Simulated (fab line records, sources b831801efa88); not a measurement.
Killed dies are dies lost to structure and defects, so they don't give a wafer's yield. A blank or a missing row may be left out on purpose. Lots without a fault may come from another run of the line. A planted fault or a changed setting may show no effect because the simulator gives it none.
Which tool did it? | flow gf180mcu | 13 lots, 39 wafers sampled, at 6 steps of a route of 602

WHAT THE GAUGES READ, wafer by wafer
GF_VT_IMPLANT_RS_MEAS_49: measures by four-point-probe. Usual: MVPSD_RS 1169.8 ohm/sq, standard deviation 2.7.
lot  | measured     | on            | MVPSD_RS (ohm/sq)    | flag
L191 | day 7 14:32  | film_metro-02 | 1171.4 1167.8 1170.0 |
L192 | day 7 23:42  | film_metro-03 | 1168.1 1168.7 1166.3 |
L193 | day 8 11:42  | film_metro-03 | 1173.7 1172.4 1172.0 |
L194 | day 8 18:41  | film_metro-02 | 1171.2 1168.0 1167.4 |
L197 | day 9 13:05  | film_metro-03 | 1165.8 1169.0 1169.5 |
L199 | day 10 02:55 | film_metro-03 | 1166.0 1167.2 1168.7 |
L201 | day 10 14:15 | film_metro-02 | 1164.8 1163.3 1165.8 |
L202 | day 10 20:26 | film_metro-02 | 1168.8 1172.2 1170.5 |
L207 | day 12 03:27 | film_metro-04 | 1174.1 1172.6 1173.6 |
L209 | day 12 19:04 | film_metro-04 | 1172.3 1170.9 1171.9 |
L212 | day 13 17:17 | film_metro-04 | 1171.6 1172.9 1169.2 |
L213 | day 14 04:38 | film_metro-04 | 1174.5 1179.2 1172.2 |
L214 | day 14 12:58 | film_metro-03 | 1168.4 1169.3 1171.5 |

GF_POLY_GATE_OVL_MEAS_11. Usual: POLY_GATE_OVL 1 nm, standard deviation 5.5.
lot  | measured     | on         | POLY_GATE_OVL (nm) | flag
L191 | day 9 05:56  | overlay-02 | 1 2 3              |
L192 | day 9 15:07  | overlay-01 | -1 4 1             |
L193 | day 10 05:07 | overlay-01 | -8 -14 -3          |
L194 | day 10 12:52 | overlay-01 | 0 -3 -9            |
L197 | day 11 07:20 | overlay-02 | 1 3 1              |
L199 | day 11 22:13 | overlay-02 | 1 1 1              |
L201 | day 12 10:22 | overlay-02 | -13 -4 -16         |
L202 | day 12 17:29 | overlay-02 | -8 7 3             |
L207 | day 14 01:49 | overlay-02 | -10 -1 -6          |
L209 | day 14 18:49 | overlay-02 | 5 5 8              |
L212 | day 15 17:53 | overlay-02 | -3 5 4             |
L213 | day 16 05:46 | overlay-02 | -4 2 6             |
L214 | day 16 14:53 | overlay-01 | 3 5 11             |

GF_POLY_GATE_THK_MEAS_17. Usual: POLY_GATE_OXIDATION_THK 4.02 nm, standard deviation 0.068.
lot  | measured     | on            | POLY_GATE_OXIDATION_THK (nm) | flag
L191 | day 9 07:29  | film_metro-01 | 3.99 3.96 3.98               |
L192 | day 9 19:07  | film_metro-01 | 3.96 3.98 3.93               |
L193 | day 10 06:40 | film_metro-01 | 4.00 4.04 4.01               |
L194 | day 10 14:25 | film_metro-01 | 3.93 3.91 3.91               |
L197 | day 11 09:28 | film_metro-01 | 4.05 4.03 4.01               |
L199 | day 11 23:46 | film_metro-01 | 4.00 3.98 3.96               |
L201 | day 12 13:01 | film_metro-01 | 4.16 4.04 4.07               |
L202 | day 12 19:04 | film_metro-01 | 4.06 4.07 4.06               |
L207 | day 14 03:22 | film_metro-04 | 3.97 3.95 4.07               |
L209 | day 14 21:09 | film_metro-03 | 4.00 4.04 4.04               |
L212 | day 15 19:26 | film_metro-03 | 3.89 3.90 3.98               |
L213 | day 16 07:25 | film_metro-01 | 4.18 4.09 4.09               |
L214 | day 16 17:46 | film_metro-01 | 4.03 4.00 4.01               |

GF_HV_LDD_TW_MEAS_38. Usual: HV_LDD_3_TW 1438, standard deviation 13.
lot  | measured     | on            | HV_LDD_3_TW    | flag
L191 | day 11 15:34 | film_metro-04 | 1433 1429 1431 |
L192 | day 12 03:31 | film_metro-02 | 1458 1461 1454 |
L193 | day 12 16:38 | film_metro-03 | 1427 1420 1431 |
L194 | day 13 01:07 | film_metro-04 | 1419 1434 1441 |
L197 | day 13 22:49 | film_metro-02 | 1502 1492 1492 | OFF
L199 | day 14 14:22 | film_metro-04 | 1434 1442 1445 |
L201 | day 15 04:26 | film_metro-04 | 1435 1442 1432 |
L202 | day 15 11:32 | film_metro-02 | 1500 1501 1486 | OFF
L207 | day 16 22:46 | film_metro-03 | 1420 1418 1420 |
L209 | day 17 19:37 | film_metro-02 | 1461 1459 1459 |
L212 | day 18 20:13 | film_metro-04 | 1431 1433 1429 |
L213 | day 19 08:43 | film_metro-04 | 1432 1430 1433 |
L214 | day 19 19:03 | film_metro-03 | 1434 1440 1436 |

GF_HV_LDD_RS_MEAS_53: measures by four-point-probe. Usual: HV_LDD_RS 418.7 ohm/sq, standard deviation 0.81.
lot  | measured     | on            | HV_LDD_RS (ohm/sq) | flag
L191 | day 12 11:25 | film_metro-02 | 418.4 418.9 419.2  |
L192 | day 12 22:10 | film_metro-04 | 418.6 419.0 419.7  |
L193 | day 13 13:05 | film_metro-03 | 418.3 418.5 419.5  |
L194 | day 13 22:31 | film_metro-03 | 419.9 418.7 418.4  |
L197 | day 14 20:23 | film_metro-04 | 414.2 413.7 413.7  | OFF
L199 | day 15 12:38 | film_metro-04 | 417.3 417.8 418.1  |
L201 | day 16 03:22 | film_metro-04 | 419.6 420.2 418.7  |
L202 | day 16 10:51 | film_metro-03 | 413.0 412.3 412.5  | OFF
L207 | day 17 23:07 | film_metro-04 | 418.8 419.7 419.3  |
L209 | day 18 20:35 | film_metro-03 | 418.2 417.4 417.1  |
L212 | day 19 21:14 | film_metro-03 | 419.1 418.9 418.5  |
L213 | day 20 09:42 | film_metro-04 | 417.4 418.6 418.2  |
L214 | day 20 20:00 | film_metro-04 | 420.3 420.2 419.6  |

WHICH TOOL RAN EACH LOT (tool, then ch and the chambers of the sampled wafers, then the start)
lot  | GF_HV_LDD_IMPLANT_34
L191 | implanter-02 ch 0, day 11 15:02
L192 | implanter-04 ch 0, day 12 02:58
L193 | implanter-04 ch 0, day 12 16:05
L194 | implanter-03 ch 0, day 13 00:34
L197 | implanter-04 ch 0, day 13 22:17
L199 | implanter-03 ch 0, day 14 13:49
L201 | implanter-02 ch 0, day 15 03:53
L202 | implanter-04 ch 0, day 15 10:59
L207 | implanter-03 ch 0, day 16 22:13
L209 | implanter-03 ch 0, day 17 19:04
L212 | implanter-04 ch 0, day 18 19:41
L213 | implanter-03 ch 0, day 19 08:10
L214 | implanter-03 ch 0, day 19 18:31
- GF_HV_LDD_IMPLANT_34

WHAT THE TOOLS THEMSELVES READ (means of the sampled wafers that have a number; where no wafer has one, the mark that the record gives instead)
GF_HV_LDD_IMPLANT_34. Usual: dose_ions_cm2 7.498e+12, standard deviation 8.1e+09; faraday_current_uA 42.3, standard deviation 0.87.
lot  | tool         | dose_ions_cm2 | faraday_current_uA | flag
L191 | implanter-02 | 7.503e+12     | 43.0               |
L192 | implanter-04 | 7.506e+12     | 42.0               |
L193 | implanter-04 | 7.500e+12     | 41.7               |
L194 | implanter-03 | 7.495e+12     | 42.3               |
L197 | implanter-04 | 9.774e+12     | 54.8               | OFF
L199 | implanter-03 | 7.494e+12     | 41.5               |
L201 | implanter-02 | 7.492e+12     | 41.6               |
L202 | implanter-04 | 9.789e+12     | 56.3               | OFF
L207 | implanter-03 | 7.509e+12     | 42.2               |
L209 | implanter-03 | 7.503e+12     | 43.1               |
L212 | implanter-04 | 7.496e+12     | 42.0               |
L213 | implanter-03 | 7.494e+12     | 41.6               |
L214 | implanter-03 | 7.506e+12     | 42.6               |

THE ANSWER, worked out from the rows above alone
Rule: a lot is off if the mean of its wafers that have a number lies more than 3 standard deviations from the usual mean. A lot without any number at a reading at which 4 lots or more have one is off too. The other lots that the step has rows for count as sound. The gauges are gone through in route order, then the tools' own readings, and for those a lot's mean is taken as printed above. The first step at which some lot is off is used, and at that step the reading that is off furthest; a lot without a number counts as furthest.
Off: L197, L202, at GF_HV_LDD_TW_MEAS_38 (HV_LDD_3_TW).
A tool fits if, at a process step before that reading, it ran every lot that is off, and no sound lot after the first of them. The gauges at GF_HV_LDD_TW_MEAS_38 aren't tried: what is off there is off at GF_HV_LDD_RS_MEAS_53 too, on other tools, and a gauge's error can't cause that. None of those tried fits.

WHAT THE SIMULATOR HAD PUT IN
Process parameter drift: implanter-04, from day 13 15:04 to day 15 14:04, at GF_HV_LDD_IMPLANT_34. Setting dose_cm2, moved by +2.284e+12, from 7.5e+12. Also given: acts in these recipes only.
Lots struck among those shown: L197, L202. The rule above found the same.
